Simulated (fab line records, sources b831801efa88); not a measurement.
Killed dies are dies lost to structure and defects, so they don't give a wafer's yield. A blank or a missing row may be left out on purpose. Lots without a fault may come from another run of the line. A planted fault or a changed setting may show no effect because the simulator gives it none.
fab line records | flow sky130
record lots=6 wafers=18 last_day=50
route steps=708 shown DNWELL@41 PWDE@45 NWELL@56 VT_ADJUST_HVTP@85 PAD_OPEN@708
lots that met no fault: from a run of the same line without faults
start_h: hours from the record's first day to the start of the lot's first wafer shown | wait_h: hours since the lot's step before | " the same as in the row above | L1.1+2: a row that stands for several wafers | - no value, or no start given | * or withheld: withheld | < > ~ a bound
route shown NAME@n: a module of which the file shows steps, and the number in the route of the first | usual: mean/standard deviation of fault-free wafers | same: alike in all rows | chamber/n: place in a boat | sites: the reading at each site | _std_site: their standard deviation | _edge_site: outer sites' mean less inner sites' | radius_mm: how far each site lies from the wafer's centre | mask NAME#n: copy n | behind: the tool/chamber that last shaped the wafer | hold: why the lot was held/for how many hours/how that ended | device: the transistor (n, p or np) that didn't switch | end of line: the same wafers' tests at the end of the route | a step without rows: its recipe alone | killed: dies lost to structure and defects at the first sort, not the wafer's yield | map: a wafer's dies, x killed, . not, _ none there
set.NAME: the setting as run; set.NAME@STEP: as run at that earlier step | model.NAME: the simulator's own value behind a step, which no gauge read
lots at some steps of the route; a table a step, a row a wafer
services: from which hour (start_h, from the record's first day; less than 0 if before it) a tool's chamber was out of use, for how many hours, and why
## steps
# step SKY_DNWELL_DEVELOP_06
# recipe wall_angle_deg=90 developer=TMAH develop_time_s=60 dev_temp_c=23
# step SKY_DNWELL_IMPLANT_07
# recipe species=P energy_kev=withheld dose_cm2=withheld tilt_deg=withheld
# step SKY_DNWELL_STRIP_08
# recipe chemistry=O2/N2 power_w=1400 pressure_mtorr=1500 platen_temp_c=withheld o2_flow_sccm=3000 n2_flow_sccm=300 overash_fraction=0.5
# usual drypump_motor_current_A=6.1/0.58 oes_product_au=0.722/0.0041 strip_time_to_endpoint_s=36.90/0.083
# columns lot.wafer tool chamber start_h wait_h drypump_motor_current_A oes_product_au rf_hours_counter_h strip_time_to_endpoint_s
L203.1 plasma_asher-04 1 74.96 0.1 6.5 0.721 37 37.00
L203.3 " 1 " " 6.5 0.721 - 36.90
L203.5 " 1 " " 6.5 0.722 - 36.75
L204.2 plasma_asher-01 1 79.71 0.1 5.7 0.724 41 36.98
L204.4 " 0 " " 5.9 0.725 - 36.86
L204.5 " 0 " " 5.9 0.726 - 37.04
L207.2 plasma_asher-02 0 94.32 0.1 6.6 0.717 41 37.01
L207.3 " 1 " " 4.9 0.727 - 36.96
L207.4 " 0 " " 6.6 0.724 - 36.92
L209.1 plasma_asher-02 0 104.52 0.1 6.6 0.714 42 36.97
L209.2 " 1 " " 4.9 0.720 42 36.87
L209.3 " 0 " " 6.6 0.721 - 36.95
L219.2 plasma_asher-04 0 162.49 0.1 6.4 0.726 44 36.95
L219.3 " 1 " " 6.5 0.720 - 36.87
L219.4 " 0 " " 6.4 0.723 - 36.89
L220.2 plasma_asher-02 1 167.81 0.1 4.9 0.723 4 36.81
L220.3 " 0 " " 6.6 0.722 - 36.87
L220.6 " 1 " " 4.9 0.724 - 36.91
# step SKY_DNWELL_TW_MEAS_09
# usual DNWELL_TW=1121/11
# columns lot.wafer tool chamber start_h wait_h DNWELL_TW
L203.1 film_metro-02 - 75.06 0.1 1124
L203.3 " - " " 1130
L203.5 " - " " 1123
L204.2 film_metro-02 - 79.82 0.1 1125
L204.4 " - " " 1121
L204.5 " - " " 1125
L207.2 film_metro-03 - 94.43 0.1 1118
L207.3 " - " " 1118
L207.4 " - " " 1121
L209.1 film_metro-02 - 104.62 0.1 1131
L209.2 " - " " 1133
L209.3 " - " " 1136
L219.2 film_metro-02 - 162.60 0.1 1135
L219.3 " - " " 1134
L219.4 " - " " 1130
L220.2 film_metro-03 - 167.92 0.1 1116
L220.3 " - " " 1125
L220.6 " - " " 1119
# step SKY_PWDE_DEHYDRATE_00
# recipe temp_c=200 time_s=60
# step SKY_PWDE_HMDS_01
# recipe prime_time_s=60 prime_temp_c=120
# step SKY_PWDE_COAT_02
# recipe spin_rpm=2000 resist_thk_nm=3000
# step SKY_PWDE_SOFTBAKE_03
# recipe temp_c=110 time_s=withheld
# step SKY_PWDE_EXPOSE_04
# recipe mask_id=PWDEM na=0.6 source_shape=conventional sigma_outer=0.6 polarization=unpolarized target_cd_nm=840 dose_mj=214
# step SKY_PWDE_PEB_05
# recipe temp_c=115 time_s=withheld
# step SKY_PWDE_DEVELOP_06
# recipe wall_angle_deg=90 developer=TMAH develop_time_s=60 dev_temp_c=23
# step SKY_PWDE_OVL_MEAS_07
# usual PWDE_OVL=-1.4/1.5
# columns lot.wafer tool chamber start_h wait_h PWDE_OVL[nm]
L203.1 overlay-02 - 92.22 - -0.1
L203.3 " - " " 1.9
L203.5 " - " " 0.7
L204.2 overlay-01 - 96.78 - -1.3
L204.4 " - " " -1.9
L204.5 " - " " -0.4
L207.2 overlay-01 - 111.22 - -0.5
L207.3 " - " " -1.8
L207.4 " - " " -2.4
L209.1 overlay-01 - 121.47 - -4.2
L209.2 " - " " -2.8
L209.3 " - " " -2.7
L219.2 overlay-02 - 183.36 - -1.4
L219.3 " - " " -0.3
L219.4 " - " " -1.9
L220.2 overlay-02 - 187.88 - 0.9
L220.3 " - " " -1.5
L220.6 " - " " 1.7
# step SKY_PWDE_IMPLANT_08
# recipe species=B energy_kev=150 dose_cm2=3.6e+12 tilt_deg=withheld
# usual dose_ions_cm2=3.601e+12/4.4e+09 faraday_current_uA=20.3/0.37
# columns lot.wafer tool chamber start_h wait_h dose_ions_cm2 faraday_current_uA
L203.1 implanter-02 0 92.26 0.0 3.601e+12 20.1
L203.3 " 0 " " 3.602e+12 20.7
L203.5 " 0 " " 3.599e+12 19.9
L204.2 implanter-02 0 96.84 0.0 3.609e+12 19.8
L204.4 " 0 " " 3.608e+12 19.9
L204.5 " 0 " " 3.607e+12 20.5
L207.2 implanter-02 0 111.27 0.0 4.042e+12 22.0
L207.3 " 0 " " 4.033e+12 23.2
L207.4 " 0 " " 4.035e+12 23.5
L209.1 implanter-02 0 121.51 0.0 4.033e+12 22.5
L209.2 " 0 " " 4.035e+12 22.8
L209.3 " 0 " " 4.035e+12 22.5
L219.2 implanter-01 0 183.42 0.0 3.599e+12 20.1
L219.3 " 0 " " 3.597e+12 19.8
L219.4 " 0 " " 3.598e+12 20.3
L220.2 implanter-01 0 187.93 0.0 3.595e+12 19.9
L220.3 " 0 " " 3.597e+12 19.6
L220.6 " 0 " " 3.602e+12 20.0
# step SKY_PWDE_STRIP_09
# recipe chemistry=O2/N2 power_w=1400 pressure_mtorr=1500 platen_temp_c=withheld o2_flow_sccm=3000 n2_flow_sccm=300 overash_fraction=0.5
# usual drypump_motor_current_A=5.8/0.57 oes_product_au=0.723/0.0044 strip_time_to_endpoint_s=36.89/0.11
# columns lot.wafer tool chamber start_h wait_h drypump_motor_current_A oes_product_au rf_hours_counter_h strip_time_to_endpoint_s
L203.1 plasma_asher-02 1 92.41 0.1 4.9 0.731 41 36.81
L203.3 " 1 " " 4.9 0.717 - 36.89
L203.5 " 0 " " 6.5 0.729 - 36.85
L204.2 plasma_asher-02 1 96.96 0.1 4.9 0.723 41 36.77
L204.4 " 1 " " 4.9 0.726 - 36.94
L204.5 " 1 " " 4.9 0.721 - 36.77
L207.2 plasma_asher-01 0 111.40 0.1 5.9 0.723 44 36.89
L207.3 " 1 " " 5.7 0.727 - 37.03
L207.4 " 0 " " 5.9 0.721 - 36.99
L209.1 plasma_asher-02 0 121.66 0.1 6.5 0.722 0 37.01
L209.2 " 1 " " 4.9 0.724 0 37.01
L209.3 " 0 " " 6.5 0.721 - 36.99
L219.2 plasma_asher-02 1 183.54 0.1 4.9 0.720 6 37.02
L219.3 " 1 " " 4.9 0.726 - 37.02
L219.4 " 0 " " 6.5 0.721 - 37.00
L220.2 plasma_asher-02 1 188.06 0.1 4.9 0.728 6 36.68
L220.3 " 0 " " 6.5 0.726 - 36.78
L220.6 " 0 " " 6.5 0.725 - 36.79
# step SKY_PWDE_TW_MEAS_10
# usual PWDE_TW=376/3.3
# columns lot.wafer tool chamber start_h wait_h PWDE_TW
L203.1 film_metro-02 - 92.51 0.1 379
L203.3 " - " " 377
L203.5 " - " " 379
L204.2 film_metro-04 - 97.07 0.1 375
L204.4 " - " " 378
L204.5 " - " " 376
L207.2 film_metro-04 - 111.51 0.1 389
L207.3 " - " " 388
L207.4 " - " " 387
L209.1 film_metro-03 - 121.76 0.1 389
L209.2 " - " " 387
L209.3 " - " " 388
L219.2 film_metro-02 - 183.65 0.1 380
L219.3 " - " " 381
L219.4 " - " " 378
L220.2 film_metro-03 - 188.17 0.1 373
L220.3 " - " " 374
L220.6 " - " " 376
# step SKY_NWELL_DEHYDRATE_03
# recipe temp_c=200 time_s=60
# step SKY_NWELL_HMDS_04
# recipe prime_time_s=60 prime_temp_c=120
# step SKY_NWELL_COAT_05
# recipe spin_rpm=2000 resist_thk_nm=3000
# step SKY_NWELL_SOFTBAKE_06
# recipe temp_c=110 time_s=withheld
# step SKY_NWELL_EXPOSE_07
# recipe mask_id=NWM na=0.6 source_shape=conventional sigma_outer=0.6 polarization=unpolarized target_cd_nm=840 dose_mj=255
# step SKY_NWELL_PEB_08
# recipe temp_c=115 time_s=withheld
# step SKY_NWELL_DEVELOP_09
# recipe wall_angle_deg=90 developer=TMAH develop_time_s=60 dev_temp_c=23
# step SKY_NWELL_OVL_MEAS_10
# usual NWELL_00_OVL=0.3/1.2
# columns lot.wafer tool chamber start_h wait_h NWELL_00_OVL[nm]
L203.1 overlay-01 - 109.82 - -0.7
L203.3 " - " " -2.1
L203.5 " - " " 1.0
L204.2 overlay-02 - 113.56 - 1.8
L204.4 " - " " 0.5
L204.5 " - " " 0.4
L207.2 overlay-02 - 129.38 - 1.5
L207.3 " - " " 0.2
L207.4 " - " " -0.7
L209.1 overlay-02 - 140.12 - -0.7
L209.2 " - " " 0.2
L209.3 " - " " 1.0
L219.2 overlay-02 - 205.15 - 1.7
L219.3 " - " " 3.2
L219.4 " - " " -0.1
L220.2 overlay-02 - 209.55 - 2.2
L220.3 " - " " 1.8
L220.6 " - " " 0.0
# step SKY_NWELL_IMPLANT_11
# recipe species=P energy_kev=400 dose_cm2=1.9e+13 tilt_deg=withheld
# step SKY_NWELL_IMPLANT_12
# recipe species=P energy_kev=120 dose_cm2=1.3e+12 tilt_deg=withheld
# step SKY_NWELL_IMPLANT_13
# recipe species=P energy_kev=50 dose_cm2=7e+11 tilt_deg=withheld
# step SKY_NWELL_STRIP_14
# recipe chemistry=O2/N2 power_w=1400 pressure_mtorr=1500 platen_temp_c=withheld o2_flow_sccm=3000 n2_flow_sccm=300 overash_fraction=0.5
# usual drypump_motor_current_A=6.0/0.62 oes_product_au=0.722/0.0044 strip_time_to_endpoint_s=36.89/0.089
# columns lot.wafer tool chamber start_h wait_h drypump_motor_current_A oes_product_au rf_hours_counter_h strip_time_to_endpoint_s
L203.1 plasma_asher-03 0 110.31 0.1 6.1 0.719 31 36.86
L203.3 " 0 " " 6.1 0.726 - 36.95
L203.5 " 0 " " 6.1 0.718 - 36.89
L204.2 plasma_asher-03 1 114.04 0.1 6.3 0.720 32 36.72
L204.4 " 1 " " 6.3 0.724 - 36.69
L204.5 " 0 " " 6.1 0.726 - 36.81
L207.2 plasma_asher-04 1 129.86 0.1 6.4 0.720 41 37.00
L207.3 " 0 " " 6.5 0.719 - 36.96
L207.4 " 1 " " 6.5 0.722 - 36.94
L209.1 plasma_asher-03 0 140.61 0.1 6.1 0.719 34 36.94
L209.2 " 1 " " 6.3 0.730 34 36.94
L209.3 " 0 " " 6.1 0.720 - 36.88
L219.2 plasma_asher-02 0 205.63 0.1 6.5 0.725 8 36.86
L219.3 " 1 " " 4.9 0.720 - 36.89
L219.4 " 0 " " 6.5 0.723 - 36.89
L220.2 plasma_asher-02 1 210.03 0.1 4.8 0.724 8 36.79
L220.3 " 0 " " 6.6 0.718 - 36.76
L220.6 " 0 " " 6.6 0.724 - 36.84
# step SKY_NWELL_TW_MEAS_15
# usual NWELL_TW=1826/14
# columns lot.wafer tool chamber start_h wait_h NWELL_TW
L203.1 film_metro-03 - 110.41 0.1 1831
L203.3 " - " " 1827
L203.5 " - " " 1823
L204.2 film_metro-03 - 114.15 0.1 1825
L204.4 " - " " 1826
L204.5 " - " " 1825
L207.2 film_metro-02 - 129.97 0.1 1848
L207.3 " - " " 1857
L207.4 " - " " 1858
L209.1 film_metro-03 - 140.71 0.1 1820
L209.2 " - " " 1819
L209.3 " - " " 1807
L219.2 film_metro-03 - 205.74 0.1 1816
L219.3 " - " " 1811
L219.4 " - " " 1817
L220.2 film_metro-04 - 210.14 0.1 1826
L220.3 " - " " 1822
L220.6 " - " " 1820
# step SKY_NWELL_DEHYDRATE_16
# recipe temp_c=200 time_s=60
# step SKY_NWELL_HMDS_17
# recipe prime_time_s=60 prime_temp_c=120
# step SKY_NWELL_COAT_18
# recipe spin_rpm=2000 resist_thk_nm=3000
# step SKY_NWELL_SOFTBAKE_19
# recipe temp_c=110 time_s=withheld
# step SKY_NWELL_EXPOSE_20
# recipe mask_id=NWM_COMPLEMENT na=0.6 source_shape=conventional sigma_outer=0.6 polarization=unpolarized target_cd_nm=840 dose_mj=260
# step SKY_NWELL_PEB_21
# recipe temp_c=115 time_s=withheld
# step SKY_NWELL_DEVELOP_22
# recipe wall_angle_deg=90 developer=TMAH develop_time_s=60 dev_temp_c=23
# step SKY_NWELL_OVL_MEAS_23
# usual NWELL_01_OVL=-1.4/1.2
# columns lot.wafer tool chamber start_h wait_h NWELL_01_OVL[nm]
L203.1 overlay-02 - 128.31 - -1.2
L203.3 " - " " -1.7
L203.5 " - " " -0.7
L204.2 overlay-01 - 132.18 - -3.1
L204.4 " - " " -1.2
L204.5 " - " " -0.9
L207.2 overlay-02 - 149.10 - -0.9
L207.3 " - " " 0.0
L207.4 " - " " -1.2
L209.1 overlay-02 - 159.97 - -2.8
L209.2 " - " " -3.1
L209.3 " - " " -3.1
L219.2 overlay-02 - 227.58 - 1.1
L219.3 " - " " 2.5
L219.4 " - " " 1.9
L220.2 overlay-01 - 232.31 - -1.5
L220.3 " - " " -1.9
L220.6 " - " " -1.5
# step SKY_NWELL_IMPLANT_24
# recipe species=B energy_kev=140 dose_cm2=9.2e+12 tilt_deg=withheld
# step SKY_NWELL_STRIP_25
# recipe chemistry=O2/N2 power_w=1400 pressure_mtorr=1500 platen_temp_c=withheld o2_flow_sccm=3000 n2_flow_sccm=300 overash_fraction=0.5
# usual drypump_motor_current_A=6.1/0.58 oes_product_au=0.722/0.0046 strip_time_to_endpoint_s=36.91/0.12
# columns lot.wafer tool chamber start_h wait_h drypump_motor_current_A oes_product_au rf_hours_counter_h strip_time_to_endpoint_s
L203.1 plasma_asher-03 0 128.49 0.1 6.1 0.729 33 37.00
L203.3 " 0 " " 6.1 0.720 - 37.05
L203.5 " 1 " " 6.3 0.726 - 36.89
L204.2 plasma_asher-03 1 132.36 0.1 6.3 0.727 33 36.92
L204.4 " 0 " " 6.0 0.721 - 36.89
L204.5 " 1 " " 6.3 0.715 - 36.96
L207.2 plasma_asher-04 1 149.28 0.1 6.4 0.730 43 36.70
L207.3 " 1 " " 6.5 0.716 - 36.86
L207.4 " 0 " " 6.4 0.723 - 36.76
L209.1 plasma_asher-04 0 160.16 0.1 6.4 0.724 44 36.94
L209.2 " 1 " " 6.4 0.717 44 36.94
L209.3 " 0 " " 6.4 0.724 - 36.98
L219.2 plasma_asher-02 0 227.76 0.1 6.5 0.724 10 37.04
L219.3 " 1 " " 4.9 0.719 - 37.08
L219.4 " 0 " " 6.6 0.720 - 37.11
L220.2 plasma_asher-03 0 232.49 0.1 6.1 0.732 43 36.97
L220.3 " 1 " " 6.3 0.723 - 36.95
L220.6 " 1 " " 6.3 0.725 - 36.92
# step SKY_NWELL_TW_MEAS_26
# usual NWELL_2_TW=499/4.8
# columns lot.wafer tool chamber start_h wait_h NWELL_2_TW
L203.1 film_metro-04 - 128.59 0.1 495
L203.3 " - " " 496
L203.5 " - " " 496
L204.2 film_metro-02 - 132.47 0.1 507
L204.4 " - " " 505
L204.5 " - " " 503
L207.2 film_metro-04 - 149.39 0.1 496
L207.3 " - " " 493
L207.4 " - " " 493
L209.1 film_metro-04 - 160.26 0.1 497
L209.2 " - " " 498
L209.3 " - " " 497
L219.2 film_metro-04 - 227.87 0.1 498
L219.3 " - " " 496
L219.4 " - " " 498
L220.2 film_metro-04 - 232.60 0.1 499
L220.3 " - " " 496
L220.6 " - " " 498
# step SKY_NWELL_CLEAN_27
# recipe chemistry=SC1/SC2 mix=1:4:20 temp_c=70 time_s=150 dry=n2_spin
# step SKY_NWELL_RTA_28
# recipe temp_c=1050 time_s=30 idle_temp_c=650 ramp_up_c_per_s=150 ramp_down_c_per_s=90 ambient=N2
# usual anneal_temp_c_max=1055.8/1.1 lamp_power_pct=25.30/0.053 wafer_temp_C_max=1054.9/0.96
# columns lot.wafer tool chamber start_h wait_h anneal_temp_c_max lamp_power_pct wafer_temp_C_max
L203.1 rtp_anneal-01 0 128.70 0.0 1057.3 25.32 1054.6
L203.3 " 0 " " 1056.5 25.33 1054.6
L203.5 " 0 " " 1055.6 25.32 1054.9
L204.2 rtp_anneal-02 0 132.59 0.0 1055.3 25.29 1055.9
L204.4 " 0 " " 1056.1 25.24 1055.2
L204.5 " 0 " " 1054.8 25.31 1054.1
L207.2 rtp_anneal-02 0 149.51 0.0 1055.5 25.33 1055.2
L207.3 " 0 " " 1054.4 25.30 1055.5
L207.4 " 0 " " 1055.5 25.25 1054.1
L209.1 rtp_anneal-01 0 160.37 0.0 1055.9 25.33 1053.8
L209.2 " 0 " " 1058.2 25.37 1055.5
L209.3 " 0 " " 1054.9 25.30 1054.1
L219.2 rtp_anneal-01 0 227.99 0.0 1056.4 25.31 1054.1
L219.3 " 0 " " 1057.9 25.24 1054.2
L219.4 " 0 " " 1056.3 25.28 1054.8
L220.2 rtp_anneal-01 0 232.72 0.0 1054.9 25.22 1054.3
L220.3 " 0 " " 1057.0 25.35 1055.6
L220.6 " 0 " " 1055.1 25.31 1055.1
# step SKY_NWELL_RS_MEAS_29
# recipe thk_meas_gauge=four-point-probe
# usual NWELL_RS=624.6/1.5
# columns lot.wafer tool chamber start_h wait_h NWELL_RS[ohm/sq]
L203.1 film_metro-04 - 128.90 0.2 624.3
L203.3 " - " " 623.5
L203.5 " - " " 624.2
L204.2 film_metro-04 - 132.69 0.1 624.8
L204.4 " - " " 622.3
L204.5 " - " " 623.7
L207.2 film_metro-02 - 149.61 0.1 621.0
L207.3 " - " " 622.9
L207.4 " - " " 620.7
L209.1 film_metro-02 - 160.47 0.1 625.1
L209.2 " - " " 625.0
L209.3 " - " " 625.9
L219.2 film_metro-03 - 228.09 0.1 624.1
L219.3 " - " " 624.3
L219.4 " - " " 624.8
L220.2 film_metro-02 - 232.82 0.1 624.2
L220.3 " - " " 625.5
L220.6 " - " " 624.0
# step SKY_NWELL_RS_MEAS_31
# recipe thk_meas_gauge=four-point-probe
# usual PWDE_RS=5280/16
# columns lot.wafer tool chamber start_h wait_h hold PWDE_RS[ohm/sq]
L203.1 film_metro-04 - 129.14 0.1 - 5292
L203.3 " - " " - 5289
L203.5 " - " " - 5301
L204.2 film_metro-04 - 132.93 0.1 - 5267
L204.4 " - " " - 5279
L204.5 " - " " - 5293
L207.2 film_metro-02 - 149.85 0.1 await_dispo/0.2h/release 4830
L207.3 " - " " await_dispo/0.2h/release 4835
L207.4 " - " " await_dispo/0.2h/release 4808
L207.2 film_metro-02 - 150.27 0.4 - 4822
L207.3 " - " " - 4830
L207.4 " - " " - 4802
L209.1 film_metro-02 - 160.71 0.1 await_dispo/0.2h/release 4812
L209.2 " - " " await_dispo/0.2h/release 4827
L209.3 " - " " await_dispo/0.2h/release 4806
L209.1 film_metro-02 - 161.02 0.3 - 4815
L209.2 " - " " - 4812
L209.3 " - " " - 4810
L219.2 film_metro-03 - 228.33 0.1 - 5297
L219.3 " - " " - 5291
L219.4 " - " " - 5290
L220.2 film_metro-02 - 233.06 0.1 - 5274
L220.3 " - " " - 5271
L220.6 " - " " - 5288
# step SKY_VT_ADJUST_HVTP_DEHYDRATE_00
# recipe temp_c=200 time_s=60
# columns lot.wafer tool chamber start_h wait_h hold
L203.1+3+5 litho_track-04 0 138.31 9.1 -
L204.2+4+5 litho_track-04 0 142.03 9.1 -
L207.2+3+4 litho_track-03 0 159.02 8.7 await_dispo/3.2h/release
L209.1+2+3 litho_track-02 0 170.26 9.2 await_dispo/5.8h/release
L219.2+3+4 litho_track-04 0 239.38 11.0 -
L220.2+3+6 litho_track-04 0 244.43 11.3 -
# step SKY_PAD_OPEN_PROBE_99
# usual killed_at_M0_to_M3=43/7.6 killed_at_M4_up=2.9/1.7 killed_at_contacts=24/5.5 killed_at_front_end=15/4.2 killed_at_other=0.3/0.52 killed_dies=86/9.4 killed_open=47/7 killed_short=39/6.4
# same gross_dies=492 killed_at_back_side=0
# columns lot.wafer tool chamber start_h wait_h killed_at_M0_to_M3 killed_at_M4_up killed_at_contacts killed_at_front_end killed_at_other killed_dies killed_open killed_short model.etest.res_p_drift_20v.line_ohm_um model.etest.res_p_drift_20v.rs_ohm_sq model.etest.res_pwde_under_gate.rs_ohm_sq
L203.1 prober-02 - 1100.87 0.1 45 1 18 16 1 81 41 40 1.049e+04 8684 6174
L203.3 prober-02 - 1100.97 0.2 44 1 22 16 0 83 35 48 1.064e+04 8706 6224
L203.5 prober-02 - 1101.07 0.2 33 6 21 19 1 80 43 37 1.05e+04 8693 6227
L204.2 prober-01 - 1108.70 0.1 44 0 29 25 0 98 49 48 1.21e+04 1.016e+04 6124
L204.4 prober-01 - 1108.80 0.2 53 1 20 21 0 95 57 38 1.25e+04 1.043e+04 6094
L204.5 prober-01 - 1108.85 0.2 45 1 24 23 0 93 45 48 1.24e+04 1.022e+04 6119
L207.2 prober-02 - 1122.53 0.1 49 4 18 14 1 86 44 40 1.028e+04 8619 5579
L207.3 prober-02 - 1122.58 0.2 44 1 26 15 0 86 49 35 1.102e+04 8946 5512
L207.4 prober-02 - 1122.63 0.2 38 2 34 16 0 90 54 36 1.014e+04 8496 5528
L209.1 prober-02 - 1137.20 0.1 50 6 16 6 1 79 43 36 1.068e+04 9016 5533
L209.2 prober-02 - 1137.25 0.1 45 4 24 15 0 88 38 48 1.156e+04 9627 5541
L209.3 prober-02 - 1137.30 0.2 42 2 26 14 0 84 41 43 1.027e+04 8625 5528
L219.2 prober-02 - 1190.18 0.1 34 4 19 19 0 76 40 36 1.157e+04 9413 6145
L219.3 prober-02 - 1190.23 0.2 39 2 26 10 0 77 43 34 1.245e+04 1.018e+04 6192
L219.4 prober-02 - 1190.28 0.2 49 2 23 20 0 94 46 48 1.201e+04 1.009e+04 6112
L220.2 prober-01 - 1192.15 0.1 52 4 30 8 0 94 46 48 1.138e+04 9470 6180
L220.3 prober-01 - 1192.20 0.2 35 1 26 19 0 81 39 42 1.254e+04 1.04e+04 6160
L220.6 prober-01 - 1192.35 0.2 44 8 18 16 1 87 38 49 1.16e+04 9431 6209
# killed by level:class
L203.1 VIA1:geometric_particle:open=11 METAL1:geometric_particle:short=8 VIA3:geometric_particle:open=6 METAL2:geometric_particle:short=6 FIELD_ISO:geometric_particle:open=5 CONTACT:geometric_particle:short=5 VIA1:geometric_particle:short=5 FIELD_ISO:geometric_particle:short=4
L203.3 METAL1:geometric_particle:short=10 CONTACT:geometric_particle:open=7 LOCAL_INTERCONNECT:geometric_particle:short=7 METAL2:geometric_particle:short=7 VIA2:geometric_particle:open=6 VIA2:geometric_particle:short=4 POLY_GATE:geometric_particle:open=4 POLY_GATE:geometric_particle:short=4
L203.5 CONTACT:geometric_particle:open=8 METAL1:geometric_particle:short=7 FIELD_ISO:geometric_particle:open=6 VIA3:geometric_particle:open=6 LOCAL_INTERCONNECT:geometric_particle:short=5 CONTACT:geometric_particle:short=5 VIA1:geometric_particle:open=5 VIA2:geometric_particle:open=5
L204.2 CONTACT:geometric_particle:open=11 METAL1:geometric_particle:short=11 VIA1:geometric_particle:open=9 FIELD_ISO:geometric_particle:open=7 LI_CONTACT:geometric_particle:open=7 FIELD_ISO:geometric_particle:short=6 METAL3:geometric_particle:short=6 LOCAL_INTERCONNECT:geometric_particle:short=5
L204.4 VIA1:geometric_particle:open=9 VIA2:geometric_particle:open=9 VIA3:geometric_particle:open=7 POLY_GATE:geometric_particle:short=7 LI_CONTACT:geometric_particle:open=7 POLY_GATE:geometric_particle:open=6 CONTACT:geometric_particle:open=6 METAL2:geometric_particle:short=6
L204.5 VIA1:geometric_particle:open=8 FIELD_ISO:geometric_particle:open=7 CONTACT:geometric_particle:short=6 CONTACT:geometric_particle:open=6 VIA1:geometric_particle:short=6 LOCAL_INTERCONNECT:geometric_particle:short=5 VIA2:geometric_particle:open=5 METAL3:geometric_particle:short=5
L207.2 VIA3:geometric_particle:open=9 CONTACT:geometric_particle:open=8 METAL2:geometric_particle:short=7 VIA1:geometric_particle:open=7 VIA2:geometric_particle:open=6 FIELD_ISO:geometric_particle:short=4 CONTACT:geometric_particle:short=4 METAL1:geometric_particle:short=4
L207.3 VIA2:geometric_particle:open=12 CONTACT:geometric_particle:open=12 METAL2:geometric_particle:short=7 CONTACT:geometric_particle:short=6 VIA3:geometric_particle:open=5 FIELD_ISO:geometric_particle:short=4 VIA1:geometric_particle:open=4 LOCAL_INTERCONNECT:geometric_particle:short=4
L207.4 CONTACT:geometric_particle:open=16 VIA3:geometric_particle:open=9 VIA1:geometric_particle:open=8 LI_CONTACT:geometric_particle:open=7 CONTACT:geometric_particle:short=7 FIELD_ISO:geometric_particle:short=5 METAL2:geometric_particle:short=5 FIELD_ISO:geometric_particle:open=4
L209.1 VIA1:geometric_particle:open=11 VIA3:geometric_particle:open=8 CONTACT:geometric_particle:open=7 METAL2:geometric_particle:short=7 VIA2:geometric_particle:open=6 METAL4:geometric_particle:short=5 LI_CONTACT:geometric_particle:open=4 METAL1:geometric_particle:short=4
L209.2 VIA1:geometric_particle:open=13 CONTACT:geometric_particle:open=10 POLY_GATE:geometric_particle:short=7 METAL1:geometric_particle:short=6 METAL2:geometric_particle:short=6 FIELD_ISO:geometric_particle:short=5 CONTACT:geometric_particle:short=5 LOCAL_INTERCONNECT:geometric_particle:short=4
L209.3 CONTACT:geometric_particle:open=10 METAL1:geometric_particle:short=8 LI_CONTACT:geometric_particle:open=7 VIA1:geometric_particle:short=7 CONTACT:geometric_particle:short=6 VIA3:geometric_particle:open=5 FIELD_ISO:geometric_particle:open=4 VIA1:geometric_particle:open=4
L219.2 VIA1:geometric_particle:open=8 POLY_GATE:geometric_particle:short=7 LI_CONTACT:geometric_particle:open=7 VIA2:geometric_particle:open=7 VIA3:geometric_particle:open=6 FIELD_ISO:geometric_particle:open=4 METAL1:geometric_particle:short=4 VIA1:geometric_particle:short=4
L219.3 CONTACT:geometric_particle:open=13 VIA1:geometric_particle:open=10 METAL2:geometric_particle:short=8 METAL1:geometric_particle:short=6 VIA3:geometric_particle:open=5 FIELD_ISO:geometric_particle:short=4 VIA2:geometric_particle:open=4 LI_CONTACT:geometric_particle:open=3
L219.4 VIA3:geometric_particle:open=9 VIA1:geometric_particle:open=8 LOCAL_INTERCONNECT:geometric_particle:short=6 CONTACT:geometric_particle:short=6 VIA3:geometric_particle:short=6 CONTACT:geometric_particle:open=6 VIA1:geometric_particle:short=6 FIELD_ISO:geometric_particle:open=5
L220.2 VIA3:geometric_particle:open=11 CONTACT:geometric_particle:open=9 LOCAL_INTERCONNECT:geometric_particle:short=8 VIA1:geometric_particle:open=7 METAL2:geometric_particle:short=6 VIA2:geometric_particle:open=6 VIA3:geometric_particle:short=5 FIELD_ISO:geometric_particle:short=4
L220.3 CONTACT:geometric_particle:open=8 METAL2:geometric_particle:short=8 LOCAL_INTERCONNECT:geometric_particle:short=7 VIA3:geometric_particle:open=7 FIELD_ISO:geometric_particle:short=6 FIELD_ISO:geometric_particle:open=6 LI_CONTACT:geometric_particle:open=5 VIA2:geometric_particle:open=5
L220.6 METAL2:geometric_particle:short=8 VIA3:geometric_particle:open=7 METAL1:geometric_particle:short=6 CONTACT:geometric_particle:short=5 METAL4:geometric_particle:short=5 POLY_GATE:geometric_particle:short=4 POLY_GATE:geometric_particle:open=4 VIA1:geometric_particle:open=4
## services
# columns tool chamber start_h hours kind
implanter-02 - 56.71 1.7 repair
implanter-02 - 76.67 2.6 repair
implanter-01 - 79.69 4.4 repair
plasma_asher-04 - 93.58 14.6 pm
plasma_asher-01 - 95.47 3.2 repair
plasma_asher-02 - 108.75 9.0 pm
plasma_asher-02 0 108.75 9.0 vent_cycle
plasma_asher-02 1 108.75 9.0 vent_cycle
plasma_asher-02 0 117.75 - clean
plasma_asher-02 1 117.75 - clean
implanter-01 - 144.19 8.0 repair
plasma_asher-02 - 146.40 5.3 repair
implanter-02 - 147.09 3.7 repair
litho_track-04 - 201.95 - consumable_replace:filter
plasma_asher-04 - 202.63 2.8 pm
plasma_asher-02 - 232.91 1.6 repair
plasma_asher-02 - 235.55 0.8 repair
## key
first_sign step=SKY_PWDE_IMPLANT_08 reading=dose_ions_cm2 direction=up sigmas=99+ usual=* struck=*
effect step=SKY_PWDE_IMPLANT_08 reading=faraday_current_uA direction=up sigmas=6.6 usual=20.3 struck=22.7
effect step=SKY_PWDE_TW_MEAS_10 reading=PWDE_TW direction=up sigmas=3.5 usual=376 struck=388
effect step=SKY_NWELL_RS_MEAS_31 reading=PWDE_RS direction=down sigmas=29 usual=5280 struck=4820
model_effect step=SKY_PAD_OPEN_PROBE_99 value=etest.res_p_drift_20v.line_ohm_um without=1.182e+04 struck=1.066e+04
met_at SKY_PWDE_IMPLANT_08
struck_wafers L207.2,L207.3,L207.4,L209.1,L209.2,L209.3
tester_left_out L207,L209
onset_between 96.84 111.27
fault kind=process_parameter_drift tool=implanter-02 chamber=- onset_h=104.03 steps=SKY_PWDE_IMPLANT_08 channel=dose_cm2 offset=* shape=step end_h=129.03 acts_in=* stated=*
# tester_left_out: of these lots the tester's yield and bins aren't shown, on N5 and GAA mostly nor the transistor test; their killed dies are dies lost to structure and defects alone, not to doping, threshold or leakage, so they don't give the yield
